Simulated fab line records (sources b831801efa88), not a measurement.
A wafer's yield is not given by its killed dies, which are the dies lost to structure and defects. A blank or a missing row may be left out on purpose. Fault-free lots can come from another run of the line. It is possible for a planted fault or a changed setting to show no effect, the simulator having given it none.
The tool behind it: which one? -- flow sky130 -- Sampling: 6 lots, 18 wafers, 2 of 708 route steps

## WHAT THE GAUGES SHOWED, per wafer
SKY_LDD_N_OVL_MEAS_07.
lot,measured,on,LDD_N_OVL (nm)
L765,day 17 18:58,overlay-01,-1.3 -0.3 0.0
L770,day 20 23:11,overlay-01,-0.7 -1.3 -0.2
L776,day 22 12:04,overlay-01,0.3 -0.1 1.6
L779,day 23 22:02,overlay-01,52.9 52.4 50.4
L781,day 24 05:28,overlay-02,55.0 54.1 52.9
L784,day 25 08:08,overlay-02,0.3 0.0 0.7

## WHICH TOOL RAN EACH LOT (tool, then ch and the chambers of the sampled wafers, then the start)
lot,SKY_LDD_N_EXPOSE_04
L765,"iline stepper-01 ch 0, day 17 04:37"
L770,"iline stepper-01 ch 0, day 20 07:58"
L776,"iline stepper-02 ch 0, day 21 20:17"
L779,"iline stepper-01 ch 0, day 23 07:14"
L781,"iline stepper-01 ch 0, day 23 14:40"
L784,"iline stepper-02 ch 0, day 24 17:28"
- SKY_LDD_N_EXPOSE_04: exposes mask NTM, target cd 840 nm.

## THE ANSWER, worked out from the rows above alone
Rule: the usual values come from the lots themselves. The widest of any qualifying gaps counts: lots, ordered by their means at a reading, are off when they make up no more than a third of the lots, leave a main group of 4 or more, and stand apart from it by 3 or more times the standard deviation of that group's means. The tables above print the reading to a certain number of digits; a main group whose means all agree to those digits is not used. A lot without any number at a reading at which 4 lots or more have one is off too. Where the step has rows for the other lots, those lots are counted as sound.
Off: L779, L781, at SKY_LDD_N_OVL_MEAS_07 (LDD_N_OVL). Mean -0.1 nm and standard deviation 0.56 in the main group.
If a tool, at a process step before that reading, ran all the lots that are off and no sound lot after the first of them, it fits. Gauges at SKY_LDD_N_OVL_MEAS_07: tried the same way as those tools. One fits: SKY_LDD_N_EXPOSE_04 on iline stepper-01. A fault onset in the window from L770 (day 20 07:58, its last sound lot) to L779 (day 23 07:14, its first lot off) fits.

## WHAT WAS PUT IN BY THE SIMULATOR
Scanner matching overlay: iline stepper-01, from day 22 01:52 on, at SKY_LDD_N_EXPOSE_04. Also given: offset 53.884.
Lots struck among those shown: L779, L781. Same finding as the rule above.
